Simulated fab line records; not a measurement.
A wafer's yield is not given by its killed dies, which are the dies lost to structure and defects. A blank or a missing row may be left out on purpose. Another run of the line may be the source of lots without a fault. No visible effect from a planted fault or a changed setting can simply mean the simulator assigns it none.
What tool caused it? || flow sky130 || 24 lots with 72 wafers sampled at 6 steps, on a route of 708 steps

== WHAT THE GAUGES READ, wafer by wafer ==
SKY_LOCAL_INTERCONNECT_CD_MEAS_11: the cd target is 170 nm. Usual: 169.9 nm for cdNm, sd 1.6.
{"lot": "L074", "measured": "day 30 10:43", "on": "cdSem-01", "cdNm (nm)": "168.1 168.0 170.6", "flag": ""}
{"lot": "L075", "measured": "day 30 20:50", "on": "cdSem-02", "cdNm (nm)": "170.5 170.9 170.7", "flag": ""}
{"lot": "L076", "measured": "day 30 22:04", "on": "cdSem-02", "cdNm (nm)": "168.0 168.4 167.7", "flag": ""}
{"lot": "L077", "measured": "day 31 06:47", "on": "cdSem-01", "cdNm (nm)": "169.5 168.1 170.4", "flag": ""}
{"lot": "L078", "measured": "day 31 18:11", "on": "cdSem-02", "cdNm (nm)": "169.5 168.0 169.9", "flag": ""}
{"lot": "L079", "measured": "day 31 22:16", "on": "cdSem-01", "cdNm (nm)": "169.6 169.0 170.1", "flag": ""}
{"lot": "L080", "measured": "day 32 07:16", "on": "cdSem-02", "cdNm (nm)": "171.1 169.4 171.0", "flag": ""}
{"lot": "L081", "measured": "day 32 19:16", "on": "cdSem-01", "cdNm (nm)": "172.7 173.4 172.7", "flag": ""}
{"lot": "L082", "measured": "day 33 02:05", "on": "cdSem-02", "cdNm (nm)": "170.4 168.4 169.4", "flag": ""}
{"lot": "L083", "measured": "day 33 12:34", "on": "cdSem-01", "cdNm (nm)": "166.2 168.1 166.9", "flag": ""}
{"lot": "L084", "measured": "day 33 17:26", "on": "cdSem-01", "cdNm (nm)": "172.2 170.6 171.4", "flag": ""}
{"lot": "L085", "measured": "day 34 04:59", "on": "cdSem-01", "cdNm (nm)": "168.3 168.9 169.5", "flag": ""}
{"lot": "L086", "measured": "day 34 08:19", "on": "cdSem-01", "cdNm (nm)": "168.3 169.7 170.1", "flag": ""}
{"lot": "L087", "measured": "day 34 16:04", "on": "cdSem-01", "cdNm (nm)": "168.4 168.4 168.7", "flag": ""}
{"lot": "L088", "measured": "day 34 22:32", "on": "cdSem-02", "cdNm (nm)": "169.0 170.6 169.4", "flag": ""}
{"lot": "L089", "measured": "day 35 08:32", "on": "cdSem-02", "cdNm (nm)": "169.7 170.3 169.3", "flag": ""}
{"lot": "L090", "measured": "day 35 20:10", "on": "cdSem-02", "cdNm (nm)": "168.4 167.9 169.7", "flag": ""}
{"lot": "L091", "measured": "day 35 22:44", "on": "cdSem-02", "cdNm (nm)": "170.7 169.7 170.7", "flag": ""}
{"lot": "L092", "measured": "day 36 05:20", "on": "cdSem-02", "cdNm (nm)": "168.8 170.8 169.5", "flag": ""}
{"lot": "L093", "measured": "day 36 16:53", "on": "cdSem-02", "cdNm (nm)": "169.5 170.3 170.0", "flag": ""}
{"lot": "L094", "measured": "day 36 22:22", "on": "cdSem-02", "cdNm (nm)": "175.8 173.9 172.4", "flag": ""}
{"lot": "L095", "measured": "day 37 10:56", "on": "cdSem-01", "cdNm (nm)": "169.3 170.2 170.8", "flag": ""}
{"lot": "L096", "measured": "day 37 15:47", "on": "cdSem-01", "cdNm (nm)": "168.9 171.5 170.3", "flag": ""}
{"lot": "L097", "measured": "day 37 20:01", "on": "cdSem-01", "cdNm (nm)": "171.2 170.7 170.0", "flag": ""}

SKY_CAPM_OVL_MEAS_12. Usual: CAPM_OVL -0.1 nm, standard deviation 1.7.
{"lot": "L074", "measured": "day 37 12:56", "on": "overlay-01", "CAPM_OVL (nm)": "0.2 0.3 0.5", "flag": ""}
{"lot": "L075", "measured": "day 37 21:14", "on": "overlay-01", "CAPM_OVL (nm)": "0.7 0.8 1.5", "flag": ""}
{"lot": "L076", "measured": "day 37 22:00", "on": "overlay-01", "CAPM_OVL (nm)": "-1.3 -2.3 0.6", "flag": ""}
{"lot": "L077", "measured": "day 38 07:11", "on": "overlay-02", "CAPM_OVL (nm)": "1.1 1.0 0.8", "flag": ""}
{"lot": "L078", "measured": "day 38 17:41", "on": "overlay-02", "CAPM_OVL (nm)": "-1.4 -3.4 -2.3", "flag": ""}
{"lot": "L079", "measured": "day 38 21:02", "on": "overlay-02", "CAPM_OVL (nm)": "0.5 -0.4 0.2", "flag": ""}
{"lot": "L080", "measured": "day 39 06:41", "on": "overlay-01", "CAPM_OVL (nm)": "0.5 1.4 1.5", "flag": ""}
{"lot": "L081", "measured": "day 39 17:59", "on": "overlay-02", "CAPM_OVL (nm)": "-0.7 -1.0 -0.9", "flag": ""}
{"lot": "L082", "measured": "day 39 23:23", "on": "overlay-02", "CAPM_OVL (nm)": "-0.4 -1.4 -1.6", "flag": ""}
{"lot": "L083", "measured": "day 40 06:57", "on": "overlay-02", "CAPM_OVL (nm)": "-0.4 -1.6 -0.6", "flag": ""}
{"lot": "L084", "measured": "day 40 12:30", "on": "overlay-01", "CAPM_OVL (nm)": "1.9 1.0 1.7", "flag": ""}
{"lot": "L085", "measured": "day 40 23:39", "on": "overlay-02", "CAPM_OVL (nm)": "-3.3 -1.1 -1.4", "flag": ""}
{"lot": "L086", "measured": "day 41 02:59", "on": "overlay-01", "CAPM_OVL (nm)": "1.3 2.4 2.0", "flag": ""}
{"lot": "L087", "measured": "day 41 08:47", "on": "overlay-02", "CAPM_OVL (nm)": "-2.8 -0.6 -1.6", "flag": ""}
{"lot": "L088", "measured": "day 41 16:13", "on": "overlay-02", "CAPM_OVL (nm)": "0.5 0.5 -0.3", "flag": ""}
{"lot": "L089", "measured": "day 42 00:38", "on": "overlay-01", "CAPM_OVL (nm)": "-0.3 0.6 -0.1", "flag": ""}
{"lot": "L090", "measured": "day 42 10:44", "on": "overlay-01", "CAPM_OVL (nm)": "1.4 1.0 0.7", "flag": ""}
{"lot": "L091", "measured": "day 42 12:11", "on": "overlay-02", "CAPM_OVL (nm)": "0.0 -1.1 0.7", "flag": ""}
{"lot": "L092", "measured": "day 42 19:11", "on": "overlay-01", "CAPM_OVL (nm)": "-2.8 -3.8 -1.3", "flag": ""}
{"lot": "L093", "measured": "day 43 07:38", "on": "overlay-02", "CAPM_OVL (nm)": "-3.9 -1.8 -3.0", "flag": ""}
{"lot": "L094", "measured": "day 43 09:23", "on": "overlay-02", "CAPM_OVL (nm)": "-0.3 -1.1 -1.6", "flag": ""}
{"lot": "L095", "measured": "day 43 21:23", "on": "overlay-01", "CAPM_OVL (nm)": "1.2 2.4 2.1", "flag": ""}
{"lot": "L096", "measured": "day 44 00:33", "on": "overlay-02", "CAPM_OVL (nm)": "-0.4 0.1 0.5", "flag": ""}
{"lot": "L097", "measured": "day 44 07:18", "on": "overlay-01", "CAPM_OVL (nm)": "1.6 0.7 3.1", "flag": ""}

SKY_CAP2M_OVL_MEAS_12. Usual: CAP2M_OVL -0.5 nm, standard deviation 1.5.
{"lot": "L074", "measured": "day 40 20:26", "on": "overlay-02", "CAP2M_OVL (nm)": "-3.9 -4.1 -3.1", "flag": ""}
{"lot": "L075", "measured": "day 41 03:47", "on": "overlay-01", "CAP2M_OVL (nm)": "-0.1 -1.2 -0.7", "flag": ""}
{"lot": "L076", "measured": "day 41 05:29", "on": "overlay-01", "CAP2M_OVL (nm)": "1.8 1.6 -0.5", "flag": ""}
{"lot": "L077", "measured": "day 41 12:02", "on": "overlay-02", "CAP2M_OVL (nm)": "-0.8 -0.1 -1.2", "flag": ""}
{"lot": "L078", "measured": "day 41 23:05", "on": "overlay-02", "CAP2M_OVL (nm)": "1.2 0.5 -1.2", "flag": ""}
{"lot": "L079", "measured": "day 42 01:53", "on": "overlay-02", "CAP2M_OVL (nm)": "-1.8 -0.1 0.1", "flag": ""}
{"lot": "L080", "measured": "day 42 10:32", "on": "overlay-02", "CAP2M_OVL (nm)": "1.5 0.8 1.8", "flag": ""}
{"lot": "L081", "measured": "day 42 21:29", "on": "overlay-02", "CAP2M_OVL (nm)": "-1.0 -0.3 0.2", "flag": ""}
{"lot": "L082", "measured": "day 43 03:02", "on": "overlay-02", "CAP2M_OVL (nm)": "-2.8 -2.1 0.3", "flag": ""}
{"lot": "L083", "measured": "day 43 10:14", "on": "overlay-01", "CAP2M_OVL (nm)": "-1.6 -0.9 0.7", "flag": ""}
{"lot": "L084", "measured": "day 43 16:02", "on": "overlay-02", "CAP2M_OVL (nm)": "0.5 1.3 -1.4", "flag": ""}
{"lot": "L085", "measured": "day 44 02:11", "on": "overlay-02", "CAP2M_OVL (nm)": "-1.9 -3.6 -3.2", "flag": ""}
{"lot": "L086", "measured": "day 44 05:14", "on": "overlay-02", "CAP2M_OVL (nm)": "-1.4 -0.9 1.4", "flag": ""}
{"lot": "L087", "measured": "day 44 10:41", "on": "overlay-01", "CAP2M_OVL (nm)": "2.7 -0.5 3.2", "flag": ""}
{"lot": "L088", "measured": "day 44 17:56", "on": "overlay-02", "CAP2M_OVL (nm)": "-2.0 -0.4 -1.1", "flag": ""}
{"lot": "L089", "measured": "day 45 00:53", "on": "overlay-02", "CAP2M_OVL (nm)": "-2.7 -1.6 -1.0", "flag": ""}
{"lot": "L090", "measured": "day 45 10:53", "on": "overlay-01", "CAP2M_OVL (nm)": "2.6 1.2 0.4", "flag": ""}
{"lot": "L091", "measured": "day 45 11:59", "on": "overlay-02", "CAP2M_OVL (nm)": "1.0 -0.2 1.0", "flag": ""}
{"lot": "L092", "measured": "day 45 18:02", "on": "overlay-01", "CAP2M_OVL (nm)": "0.9 -1.0 0.1", "flag": ""}
{"lot": "L093", "measured": "day 46 06:17", "on": "overlay-02", "CAP2M_OVL (nm)": "-1.9 -0.8 -2.1", "flag": ""}
{"lot": "L094", "measured": "day 46 06:56", "on": "overlay-02", "CAP2M_OVL (nm)": "1.2 0.4 -1.4", "flag": ""}
{"lot": "L095", "measured": "day 46 17:38", "on": "overlay-02", "CAP2M_OVL (nm)": "-0.8 -1.0 -2.9", "flag": ""}
{"lot": "L096", "measured": "day 46 19:29", "on": "overlay-02", "CAP2M_OVL (nm)": "0.3 -0.3 -0.1", "flag": ""}
{"lot": "L097", "measured": "day 47 02:20", "on": "overlay-01", "CAP2M_OVL (nm)": "-0.7 0.9 -0.5", "flag": ""}

== EACH LOT AND THE TOOL THAT RAN IT (in order: tool; ch and the chambers of the sampled wafers; start) ==
{"lot": "L074", "SKY_SD_N_RTA_14": "rtpAnneal-02 ch 0, day 27 23:31", "SKY_CONTACT_CVD_24": "cvdW-02 ch 0, day 31 16:28", "SKY_CAPM_STRIP_14": "plasmaAsher-02 ch 0,1, day 37 13:03"}
{"lot": "L075", "SKY_SD_N_RTA_14": "rtpAnneal-01 ch 0, day 28 08:52", "SKY_CONTACT_CVD_24": "cvdW-01 ch 0,1, day 32 03:13", "SKY_CAPM_STRIP_14": "plasmaAsher-03 ch 0,1, day 37 21:21"}
{"lot": "L076", "SKY_SD_N_RTA_14": "rtpAnneal-02 ch 0, day 28 11:25", "SKY_CONTACT_CVD_24": "cvdW-02 ch 1, day 32 03:46", "SKY_CAPM_STRIP_14": "plasmaAsher-02 ch 0,1, day 37 22:07"}
{"lot": "L077", "SKY_SD_N_RTA_14": "rtpAnneal-01 ch 0, day 28 20:50", "SKY_CONTACT_CVD_24": "cvdW-02 ch 0, day 32 12:24", "SKY_CAPM_STRIP_14": "plasmaAsher-02 ch 0,1, day 38 07:18"}
{"lot": "L078", "SKY_SD_N_RTA_14": "rtpAnneal-02 ch 0, day 29 07:35", "SKY_CONTACT_CVD_24": "cvdW-02 ch 0, day 33 00:07", "SKY_CAPM_STRIP_14": "plasmaAsher-02 ch 0, day 38 17:48"}
{"lot": "L079", "SKY_SD_N_RTA_14": "rtpAnneal-01 ch 0, day 29 12:07", "SKY_CONTACT_CVD_24": "cvdW-01 ch 1, day 33 04:07", "SKY_CAPM_STRIP_14": "plasmaAsher-04 ch 0,1, day 38 21:09"}
{"lot": "L080", "SKY_SD_N_RTA_14": "rtpAnneal-02 ch 0, day 29 21:58", "SKY_CONTACT_CVD_24": "cvdW-01 ch 0,1, day 33 13:12", "SKY_CAPM_STRIP_14": "plasmaAsher-02 ch 0,1, day 39 06:48"}
{"lot": "L081", "SKY_SD_N_RTA_14": "rtpAnneal-01 ch 0, day 30 10:07", "SKY_CONTACT_CVD_24": "cvdW-01 ch 0,1, day 34 00:07", "SKY_CAPM_STRIP_14": "plasmaAsher-04 ch 0,1, day 39 18:08"}
{"lot": "L082", "SKY_SD_N_RTA_14": "rtpAnneal-02 ch 0, day 30 17:10", "SKY_CONTACT_CVD_24": "cvdW-02 ch 0,1, day 34 06:52", "SKY_CAPM_STRIP_14": "plasmaAsher-03 ch 0,1, day 39 23:30"}
{"lot": "L083", "SKY_SD_N_RTA_14": "rtpAnneal-02 ch 0, day 31 02:58", "SKY_CONTACT_CVD_24": "cvdW-02 ch 0,1, day 34 17:13", "SKY_CAPM_STRIP_14": "plasmaAsher-02 ch 0,1, day 40 07:04"}
{"lot": "L084", "SKY_SD_N_RTA_14": "rtpAnneal-01 ch 0, day 31 10:37", "SKY_CONTACT_CVD_24": "cvdW-02 ch 0,1, day 34 22:16", "SKY_CAPM_STRIP_14": "plasmaAsher-04 ch 0,1, day 40 12:38"}
{"lot": "L085", "SKY_SD_N_RTA_14": "rtpAnneal-02 ch 0, day 31 19:30", "SKY_CONTACT_CVD_24": "cvdW-02 ch 0,1, day 35 10:16", "SKY_CAPM_STRIP_14": "plasmaAsher-04 ch 0,1, day 40 23:46"}
{"lot": "L086", "SKY_SD_N_RTA_14": "rtpAnneal-01 ch 0, day 31 23:49", "SKY_CONTACT_CVD_24": "cvdW-02 ch 0,1, day 35 13:12", "SKY_CAPM_STRIP_14": "plasmaAsher-04 ch 0,1, day 41 03:07"}
{"lot": "L087", "SKY_SD_N_RTA_14": "rtpAnneal-02 ch 0, day 32 08:16", "SKY_CONTACT_CVD_24": "cvdW-02 ch 0,1, day 35 20:31", "SKY_CAPM_STRIP_14": "plasmaAsher-03 ch 0, day 41 08:53"}
{"lot": "L088", "SKY_SD_N_RTA_14": "rtpAnneal-01 ch 0, day 32 15:49", "SKY_CONTACT_CVD_24": "cvdW-02 ch 1, day 36 03:04", "SKY_CAPM_STRIP_14": "plasmaAsher-03 ch 0,1, day 41 16:20"}
{"lot": "L089", "SKY_SD_N_RTA_14": "rtpAnneal-02 ch 0, day 33 00:25", "SKY_CONTACT_CVD_24": "cvdW-01 ch 0,1, day 36 13:23", "SKY_CAPM_STRIP_14": "plasmaAsher-03 ch 0,1, day 42 00:46"}
{"lot": "L090", "SKY_SD_N_RTA_14": "rtpAnneal-01 ch 0, day 33 12:46", "SKY_CONTACT_CVD_24": "cvdW-01 ch 0,1, day 37 00:02", "SKY_CAPM_STRIP_14": "plasmaAsher-03 ch 0,1, day 42 10:50"}
{"lot": "L091", "SKY_SD_N_RTA_14": "rtpAnneal-02 ch 0, day 33 16:16", "SKY_CONTACT_CVD_24": "cvdW-02 ch 0,1, day 37 03:31", "SKY_CAPM_STRIP_14": "plasmaAsher-03 ch 0,1, day 42 12:17"}
{"lot": "L092", "SKY_SD_N_RTA_14": "rtpAnneal-01 ch 0, day 33 21:54", "SKY_CONTACT_CVD_24": "cvdW-02 ch 1, day 37 10:23", "SKY_CAPM_STRIP_14": "plasmaAsher-03 ch 0,1, day 42 19:23"}
{"lot": "L093", "SKY_SD_N_RTA_14": "rtpAnneal-02 ch 0, day 34 09:28", "SKY_CONTACT_CVD_24": "cvdW-02 ch 0,1, day 37 21:19", "SKY_CAPM_STRIP_14": "plasmaAsher-02 ch 0,1, day 43 07:46"}
{"lot": "L094", "SKY_SD_N_RTA_14": "rtpAnneal-01 ch 0, day 34 15:54", "SKY_CONTACT_CVD_24": "cvdW-02 ch 0,1, day 38 02:10", "SKY_CAPM_STRIP_14": "plasmaAsher-03 ch 0,1, day 43 09:29"}
{"lot": "L095", "SKY_SD_N_RTA_14": "rtpAnneal-02 ch 0, day 35 04:13", "SKY_CONTACT_CVD_24": "cvdW-01 ch 0,1, day 38 15:40", "SKY_CAPM_STRIP_14": "plasmaAsher-03 ch 0,1, day 43 21:32"}
{"lot": "L096", "SKY_SD_N_RTA_14": "rtpAnneal-01 ch 0, day 35 08:49", "SKY_CONTACT_CVD_24": "cvdW-01 ch 0,1, day 38 19:28", "SKY_CAPM_STRIP_14": "plasmaAsher-03 ch 0,1, day 44 00:40"}
{"lot": "L097", "SKY_SD_N_RTA_14": "rtpAnneal-02 ch 0, day 35 13:25", "SKY_CONTACT_CVD_24": "cvdW-01 ch 0,1, day 39 00:05", "SKY_CAPM_STRIP_14": "plasmaAsher-04 ch 0,1, day 44 07:25"}
- SKY_SD_N_RTA_14: time 2 s.
- SKY_CONTACT_CVD_24: deposits W, target thk 340 nm, time 102.12 s.
- SKY_CAPM_STRIP_14: strips in O2/N2.

== AS READ BY THE TOOLS THEMSELVES (means over the sampled wafers that have a number; for cases with no such wafer, the mark the record gives instead) ==
SKY_SD_N_RTA_14. Usual: annealTempCMax 1080.2, standard deviation 1.3; lampPowerPct 15.74 %, standard deviation 0.056; rampDownCPerS 89.999, standard deviation 0.017; wafer_temp_C_max 1078.1, standard deviation 1.4.
{"lot": "L074", "tool": "rtpAnneal-02", "annealTempCMax": 1080.8, "lampPowerPct (%)": 15.77, "rampDownCPerS": 89.984, "wafer_temp_C_max": 1078.6, "flag": ""}
{"lot": "L075", "tool": "rtpAnneal-01", "annealTempCMax": 1080.2, "lampPowerPct (%)": 15.78, "rampDownCPerS": 89.990, "wafer_temp_C_max": 1078.6, "flag": ""}
{"lot": "L076", "tool": "rtpAnneal-02", "annealTempCMax": 1080.8, "lampPowerPct (%)": 15.72, "rampDownCPerS": 90.005, "wafer_temp_C_max": 1078.3, "flag": ""}
{"lot": "L077", "tool": "rtpAnneal-01", "annealTempCMax": 1080.0, "lampPowerPct (%)": 15.81, "rampDownCPerS": 89.989, "wafer_temp_C_max": 1077.9, "flag": ""}
{"lot": "L078", "tool": "rtpAnneal-02", "annealTempCMax": 1080.7, "lampPowerPct (%)": 15.79, "rampDownCPerS": 89.979, "wafer_temp_C_max": 1079.0, "flag": ""}
{"lot": "L079", "tool": "rtpAnneal-01", "annealTempCMax": 1078.8, "lampPowerPct (%)": 15.69, "rampDownCPerS": 89.986, "wafer_temp_C_max": 1078.5, "flag": ""}
{"lot": "L080", "tool": "rtpAnneal-02", "annealTempCMax": 1081.6, "lampPowerPct (%)": 15.76, "rampDownCPerS": 89.999, "wafer_temp_C_max": 1080.3, "flag": ""}
{"lot": "L081", "tool": "rtpAnneal-01", "annealTempCMax": 1080.0, "lampPowerPct (%)": 15.76, "rampDownCPerS": 90.011, "wafer_temp_C_max": 1078.5, "flag": ""}
{"lot": "L082", "tool": "rtpAnneal-02", "annealTempCMax": 1081.4, "lampPowerPct (%)": 15.70, "rampDownCPerS": 90.007, "wafer_temp_C_max": 1077.5, "flag": ""}
{"lot": "L083", "tool": "rtpAnneal-02", "annealTempCMax": 1081.5, "lampPowerPct (%)": 15.73, "rampDownCPerS": 89.984, "wafer_temp_C_max": 1077.8, "flag": ""}
{"lot": "L084", "tool": "rtpAnneal-01", "annealTempCMax": 1078.9, "lampPowerPct (%)": 15.73, "rampDownCPerS": 90.010, "wafer_temp_C_max": 1078.1, "flag": ""}
{"lot": "L085", "tool": "rtpAnneal-02", "annealTempCMax": 1082.4, "lampPowerPct (%)": 15.77, "rampDownCPerS": 90.002, "wafer_temp_C_max": 1078.0, "flag": ""}
{"lot": "L086", "tool": "rtpAnneal-01", "annealTempCMax": 1078.4, "lampPowerPct (%)": 15.73, "rampDownCPerS": 89.992, "wafer_temp_C_max": 1078.0, "flag": ""}
{"lot": "L087", "tool": "rtpAnneal-02", "annealTempCMax": 1081.4, "lampPowerPct (%)": 15.76, "rampDownCPerS": 89.985, "wafer_temp_C_max": 1077.5, "flag": ""}
{"lot": "L088", "tool": "rtpAnneal-01", "annealTempCMax": 1079.2, "lampPowerPct (%)": 15.76, "rampDownCPerS": 90.015, "wafer_temp_C_max": 1076.8, "flag": ""}
{"lot": "L089", "tool": "rtpAnneal-02", "annealTempCMax": 1081.2, "lampPowerPct (%)": 15.74, "rampDownCPerS": 89.992, "wafer_temp_C_max": 1077.5, "flag": ""}
{"lot": "L090", "tool": "rtpAnneal-01", "annealTempCMax": 1079.1, "lampPowerPct (%)": 15.73, "rampDownCPerS": 89.991, "wafer_temp_C_max": 1080.5, "flag": ""}
{"lot": "L091", "tool": "rtpAnneal-02", "annealTempCMax": 1080.2, "lampPowerPct (%)": 15.78, "rampDownCPerS": 89.982, "wafer_temp_C_max": 1076.3, "flag": ""}
{"lot": "L092", "tool": "rtpAnneal-01", "annealTempCMax": 1079.4, "lampPowerPct (%)": 15.78, "rampDownCPerS": 89.996, "wafer_temp_C_max": 1079.2, "flag": ""}
{"lot": "L093", "tool": "rtpAnneal-02", "annealTempCMax": 1081.6, "lampPowerPct (%)": 15.68, "rampDownCPerS": 90.004, "wafer_temp_C_max": 1079.1, "flag": ""}
{"lot": "L094", "tool": "rtpAnneal-01", "annealTempCMax": 1079.3, "lampPowerPct (%)": 15.77, "rampDownCPerS": 90.000, "wafer_temp_C_max": 1076.7, "flag": ""}
{"lot": "L095", "tool": "rtpAnneal-02", "annealTempCMax": 1080.9, "lampPowerPct (%)": 15.77, "rampDownCPerS": 90.005, "wafer_temp_C_max": 1077.7, "flag": ""}
{"lot": "L096", "tool": "rtpAnneal-01", "annealTempCMax": 1078.7, "lampPowerPct (%)": 15.71, "rampDownCPerS": 90.002, "wafer_temp_C_max": 1077.9, "flag": ""}
{"lot": "L097", "tool": "rtpAnneal-02", "annealTempCMax": 1081.9, "lampPowerPct (%)": 15.72, "rampDownCPerS": 90.020, "wafer_temp_C_max": 1078.5, "flag": ""}

SKY_CONTACT_CVD_24. Usual: 963 W for heaterPowerW, sd 99.
{"lot": "L074", "tool": "cvdW-02", "heaterPowerW (W)": 1071, "flag": ""}
{"lot": "L075", "tool": "cvdW-01", "heaterPowerW (W)": 847, "flag": ""}
{"lot": "L076", "tool": "cvdW-02", "heaterPowerW (W)": 984, "flag": ""}
{"lot": "L077", "tool": "cvdW-02", "heaterPowerW (W)": 1080, "flag": ""}
{"lot": "L078", "tool": "cvdW-02", "heaterPowerW (W)": 1065, "flag": ""}
{"lot": "L079", "tool": "cvdW-01", "heaterPowerW (W)": 785, "flag": ""}
{"lot": "L080", "tool": "cvdW-01", "heaterPowerW (W)": 881, "flag": ""}
{"lot": "L081", "tool": "cvdW-01", "heaterPowerW (W)": 839, "flag": ""}
{"lot": "L082", "tool": "cvdW-02", "heaterPowerW (W)": 1041, "flag": ""}
{"lot": "L083", "tool": "cvdW-02", "heaterPowerW (W)": 1052, "flag": ""}
{"lot": "L084", "tool": "cvdW-02", "heaterPowerW (W)": 1000, "flag": ""}
{"lot": "L085", "tool": "cvdW-02", "heaterPowerW (W)": 1018, "flag": ""}
{"lot": "L086", "tool": "cvdW-02", "heaterPowerW (W)": 1009, "flag": ""}
{"lot": "L087", "tool": "cvdW-02", "heaterPowerW (W)": 1034, "flag": ""}
{"lot": "L088", "tool": "cvdW-02", "heaterPowerW (W)": 992, "flag": ""}
{"lot": "L089", "tool": "cvdW-01", "heaterPowerW (W)": 882, "flag": ""}
{"lot": "L090", "tool": "cvdW-01", "heaterPowerW (W)": 841, "flag": ""}
{"lot": "L091", "tool": "cvdW-02", "heaterPowerW (W)": 1016, "flag": ""}
{"lot": "L092", "tool": "cvdW-02", "heaterPowerW (W)": 988, "flag": ""}
{"lot": "L093", "tool": "cvdW-02", "heaterPowerW (W)": 1020, "flag": ""}
{"lot": "L094", "tool": "cvdW-02", "heaterPowerW (W)": 1015, "flag": ""}
{"lot": "L095", "tool": "cvdW-01", "heaterPowerW (W)": 878, "flag": ""}
{"lot": "L096", "tool": "cvdW-01", "heaterPowerW (W)": 890, "flag": ""}
{"lot": "L097", "tool": "cvdW-01", "heaterPowerW (W)": 842, "flag": ""}

SKY_CAPM_STRIP_14. Usual: drypumpMotorCurrentA 5.81 A, standard deviation 0.26; oesProductAu 0.710 a.u., standard deviation 0.0046; stripTimeToEndpointS 12.64 s, standard deviation 0.038.
{"lot": "L074", "tool": "plasmaAsher-02", "drypumpMotorCurrentA (A)": 5.94, "oesProductAu (a.u.)": 0.707, "stripTimeToEndpointS (s)": 12.67, "flag": ""}
{"lot": "L075", "tool": "plasmaAsher-03", "drypumpMotorCurrentA (A)": 5.58, "oesProductAu (a.u.)": 0.708, "stripTimeToEndpointS (s)": 12.67, "flag": ""}
{"lot": "L076", "tool": "plasmaAsher-02", "drypumpMotorCurrentA (A)": 5.80, "oesProductAu (a.u.)": 0.710, "stripTimeToEndpointS (s)": 12.65, "flag": ""}
{"lot": "L077", "tool": "plasmaAsher-02", "drypumpMotorCurrentA (A)": 5.94, "oesProductAu (a.u.)": 0.712, "stripTimeToEndpointS (s)": 12.61, "flag": ""}
{"lot": "L078", "tool": "plasmaAsher-02", "drypumpMotorCurrentA (A)": 6.07, "oesProductAu (a.u.)": 0.710, "stripTimeToEndpointS (s)": 12.65, "flag": ""}
{"lot": "L079", "tool": "plasmaAsher-04", "drypumpMotorCurrentA (A)": 6.12, "oesProductAu (a.u.)": 0.708, "stripTimeToEndpointS (s)": 12.66, "flag": ""}
{"lot": "L080", "tool": "plasmaAsher-02", "drypumpMotorCurrentA (A)": 5.82, "oesProductAu (a.u.)": 0.708, "stripTimeToEndpointS (s)": 12.62, "flag": ""}
{"lot": "L081", "tool": "plasmaAsher-04", "drypumpMotorCurrentA (A)": 6.10, "oesProductAu (a.u.)": 0.713, "stripTimeToEndpointS (s)": 12.60, "flag": ""}
{"lot": "L082", "tool": "plasmaAsher-03", "drypumpMotorCurrentA (A)": 5.58, "oesProductAu (a.u.)": 0.705, "stripTimeToEndpointS (s)": 12.66, "flag": ""}
{"lot": "L083", "tool": "plasmaAsher-02", "drypumpMotorCurrentA (A)": 5.84, "oesProductAu (a.u.)": 0.713, "stripTimeToEndpointS (s)": 12.60, "flag": ""}
{"lot": "L084", "tool": "plasmaAsher-04", "drypumpMotorCurrentA (A)": 6.11, "oesProductAu (a.u.)": 0.709, "stripTimeToEndpointS (s)": 12.59, "flag": ""}
{"lot": "L085", "tool": "plasmaAsher-04", "drypumpMotorCurrentA (A)": 6.13, "oesProductAu (a.u.)": 0.709, "stripTimeToEndpointS (s)": 12.66, "flag": ""}
{"lot": "L086", "tool": "plasmaAsher-04", "drypumpMotorCurrentA (A)": 6.12, "oesProductAu (a.u.)": 0.709, "stripTimeToEndpointS (s)": 12.63, "flag": ""}
{"lot": "L087", "tool": "plasmaAsher-03", "drypumpMotorCurrentA (A)": 5.54, "oesProductAu (a.u.)": 0.708, "stripTimeToEndpointS (s)": 12.68, "flag": ""}
{"lot": "L088", "tool": "plasmaAsher-03", "drypumpMotorCurrentA (A)": 5.57, "oesProductAu (a.u.)": 0.708, "stripTimeToEndpointS (s)": 12.60, "flag": ""}
{"lot": "L089", "tool": "plasmaAsher-03", "drypumpMotorCurrentA (A)": 5.58, "oesProductAu (a.u.)": 0.713, "stripTimeToEndpointS (s)": 12.63, "flag": ""}
{"lot": "L090", "tool": "plasmaAsher-03", "drypumpMotorCurrentA (A)": 5.58, "oesProductAu (a.u.)": 0.711, "stripTimeToEndpointS (s)": 12.59, "flag": ""}
{"lot": "L091", "tool": "plasmaAsher-03", "drypumpMotorCurrentA (A)": 5.58, "oesProductAu (a.u.)": 0.708, "stripTimeToEndpointS (s)": 12.70, "flag": ""}
{"lot": "L092", "tool": "plasmaAsher-03", "drypumpMotorCurrentA (A)": 5.56, "oesProductAu (a.u.)": 0.714, "stripTimeToEndpointS (s)": 12.71, "flag": ""}
{"lot": "L093", "tool": "plasmaAsher-02", "drypumpMotorCurrentA (A)": 5.96, "oesProductAu (a.u.)": 0.706, "stripTimeToEndpointS (s)": 12.68, "flag": ""}
{"lot": "L094", "tool": "plasmaAsher-03", "drypumpMotorCurrentA (A)": 5.57, "oesProductAu (a.u.)": 0.710, "stripTimeToEndpointS (s)": 12.65, "flag": ""}
{"lot": "L095", "tool": "plasmaAsher-03", "drypumpMotorCurrentA (A)": 5.54, "oesProductAu (a.u.)": 0.709, "stripTimeToEndpointS (s)": 12.64, "flag": ""}
{"lot": "L096", "tool": "plasmaAsher-03", "drypumpMotorCurrentA (A)": 5.57, "oesProductAu (a.u.)": 0.712, "stripTimeToEndpointS (s)": 12.64, "flag": ""}
{"lot": "L097", "tool": "plasmaAsher-04", "drypumpMotorCurrentA (A)": 6.14, "oesProductAu (a.u.)": 0.712, "stripTimeToEndpointS (s)": 12.63, "flag": ""}

== THE ANSWER, worked out from the rows above alone ==
Rule: a lot counts as off when the mean over its wafers that have a number is more than 3 standard deviations away from the usual mean. A lot without any number at a reading at which 4 lots or more have one is off too. The other lots that the step has rows for count as sound. First the gauges in route order, then the tools' own readings, where a lot's mean is used as printed above. The first step at which some lot is off is used, and at that step the reading that is off furthest; a lot without a number counts as furthest.
None of the lots is off at any reading shown; this tells nothing.

== WHAT THE SIMULATOR HAD INSERTED ==
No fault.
